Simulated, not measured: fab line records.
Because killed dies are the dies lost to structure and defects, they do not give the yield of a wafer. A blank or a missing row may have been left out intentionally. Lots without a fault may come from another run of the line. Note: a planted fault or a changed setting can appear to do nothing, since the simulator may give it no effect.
Chamber matching || flow gf180mcu || GF_STI_ETCH_14 on rie_si-02 has 4 sister chambers
The step etches Si in HBr/Cl2/O2, target depth 360 nm, time 102.9 s. 16 wafers are shown with their chamber, then 8 later ones without.

## WAFERS PAIRED WITH THEIR CHAMBERS
{"wafer": "L694.2", "chamber": 2, "drypump_motor_current_A (A)": 6.5, "O2_flow_sccm (sccm)": 6.022, "oes_product_au (a.u.)": 1.006}
{"wafer": "L694.3", "chamber": 3, "drypump_motor_current_A (A)": 5.9, "O2_flow_sccm (sccm)": 5.961, "oes_product_au (a.u.)": 1.008}
{"wafer": "L694.5", "chamber": 1, "drypump_motor_current_A (A)": 5.2, "O2_flow_sccm (sccm)": 5.960, "oes_product_au (a.u.)": 1.005}
{"wafer": "L702.3", "chamber": 2, "drypump_motor_current_A (A)": 6.5, "O2_flow_sccm (sccm)": 6.003, "oes_product_au (a.u.)": 1.004}
{"wafer": "L702.4", "chamber": 0, "drypump_motor_current_A (A)": 5.3, "O2_flow_sccm (sccm)": 6.005, "oes_product_au (a.u.)": 0.997}
{"wafer": "L702.5", "chamber": 3, "drypump_motor_current_A (A)": 5.9, "O2_flow_sccm (sccm)": 5.993, "oes_product_au (a.u.)": 0.997}
{"wafer": "L706.1", "chamber": 1, "drypump_motor_current_A (A)": 5.3, "O2_flow_sccm (sccm)": 5.997, "oes_product_au (a.u.)": 0.992}
{"wafer": "L706.2", "chamber": 0, "drypump_motor_current_A (A)": 5.3, "O2_flow_sccm (sccm)": 5.990, "oes_product_au (a.u.)": 0.983}
{"wafer": "L706.3", "chamber": 3, "drypump_motor_current_A (A)": 5.9, "O2_flow_sccm (sccm)": 5.978, "oes_product_au (a.u.)": 0.996}
{"wafer": "L707.1", "chamber": 3, "drypump_motor_current_A (A)": 5.9, "O2_flow_sccm (sccm)": 6.004, "oes_product_au (a.u.)": 1.004}
{"wafer": "L707.3", "chamber": 3, "drypump_motor_current_A (A)": 5.8, "O2_flow_sccm (sccm)": 5.988, "oes_product_au (a.u.)": 1.011}
{"wafer": "L707.4", "chamber": 0, "drypump_motor_current_A (A)": 5.3, "O2_flow_sccm (sccm)": 6.014, "oes_product_au (a.u.)": 0.999}
{"wafer": "L710.4", "chamber": 0, "drypump_motor_current_A (A)": 5.3, "O2_flow_sccm (sccm)": 5.983, "oes_product_au (a.u.)": 0.992}
{"wafer": "L710.5", "chamber": 3, "drypump_motor_current_A (A)": 5.9, "O2_flow_sccm (sccm)": 6.003, "oes_product_au (a.u.)": 0.992}
{"wafer": "L710.6", "chamber": 2, "drypump_motor_current_A (A)": 6.5, "O2_flow_sccm (sccm)": 6.039, "oes_product_au (a.u.)": 1.002}
{"wafer": "L712.2", "chamber": 0, "drypump_motor_current_A (A)": 5.3, "O2_flow_sccm (sccm)": 5.995, "oes_product_au (a.u.)": 1.003}

SIGNATURES (averages over the wafers above)
{"reading": "drypump_motor_current_A", "chamber 0": 5.300, "chamber 1": 5.250, "chamber 2": 6.500, "chamber 3": 5.883, "scatter within a chamber": 0.0333}
{"reading": "O2_flow_sccm", "chamber 0": 5.99740, "chamber 1": 5.97850, "chamber 2": 6.02133, "chamber 3": 5.98783, "scatter within a chamber": 0.0165}
{"reading": "oes_product_au", "chamber 0": 0.99480, "chamber 1": 0.99850, "chamber 2": 1.00400, "chamber 3": 1.00133, "scatter within a chamber": 0.00712}
Rule: for a wafer and a chamber, the distance is found by dividing, reading by reading, the gap between the wafer's reading and the chamber's mean by the reading's scatter, squaring, summing and taking the root. If the next closest chamber is less than 2 further off than the closest, the wafer can't be placed; otherwise it belongs to the closest. The scatter: take each reading less its chamber's mean, square it, sum over the shown wafers, divide by the number of wafers less the number of chambers, and take the root.

## WAFERS WITHOUT THEIR CHAMBER
{"wafer": "L712.4", "drypump_motor_current_A (A)": 6.5, "O2_flow_sccm (sccm)": 5.991, "oes_product_au (a.u.)": 0.996}
{"wafer": "L712.5", "drypump_motor_current_A (A)": 5.9, "O2_flow_sccm (sccm)": 6.006, "oes_product_au (a.u.)": 1.006}
{"wafer": "L713.3", "drypump_motor_current_A (A)": 5.9, "O2_flow_sccm (sccm)": 5.963, "oes_product_au (a.u.)": 1.003}
{"wafer": "L713.4", "drypump_motor_current_A (A)": 6.5, "O2_flow_sccm (sccm)": 6.011, "oes_product_au (a.u.)": 0.990}
{"wafer": "L713.6", "drypump_motor_current_A (A)": 6.5, "O2_flow_sccm (sccm)": 5.998, "oes_product_au (a.u.)": 0.993}
{"wafer": "L714.1", "drypump_motor_current_A (A)": 5.9, "O2_flow_sccm (sccm)": 5.977, "oes_product_au (a.u.)": 0.997}
{"wafer": "L714.2", "drypump_motor_current_A (A)": 5.2, "O2_flow_sccm (sccm)": 5.993, "oes_product_au (a.u.)": 0.997}
{"wafer": "L714.5", "drypump_motor_current_A (A)": 6.5, "O2_flow_sccm (sccm)": 6.006, "oes_product_au (a.u.)": 0.993}

## EACH ONE'S CHAMBER
{"wafer": "L712.4", "from the rows above": 2, "in truth": 2}
{"wafer": "L712.5", "from the rows above": 3, "in truth": 3}
{"wafer": "L713.3", "from the rows above": 3, "in truth": 3}
{"wafer": "L713.4", "from the rows above": 2, "in truth": 2}
{"wafer": "L713.6", "from the rows above": 2, "in truth": 2}
{"wafer": "L714.1", "from the rows above": 3, "in truth": 3}
{"wafer": "L714.2", "from the rows above": "can't be placed: 1 or 0", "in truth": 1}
{"wafer": "L714.5", "from the rows above": 2, "in truth": 2}
Placed correctly: 7 of 8. Unplaceable from these rows: 1, with the true chamber sitting among the candidates in 1. Number placed wrongly: 0.
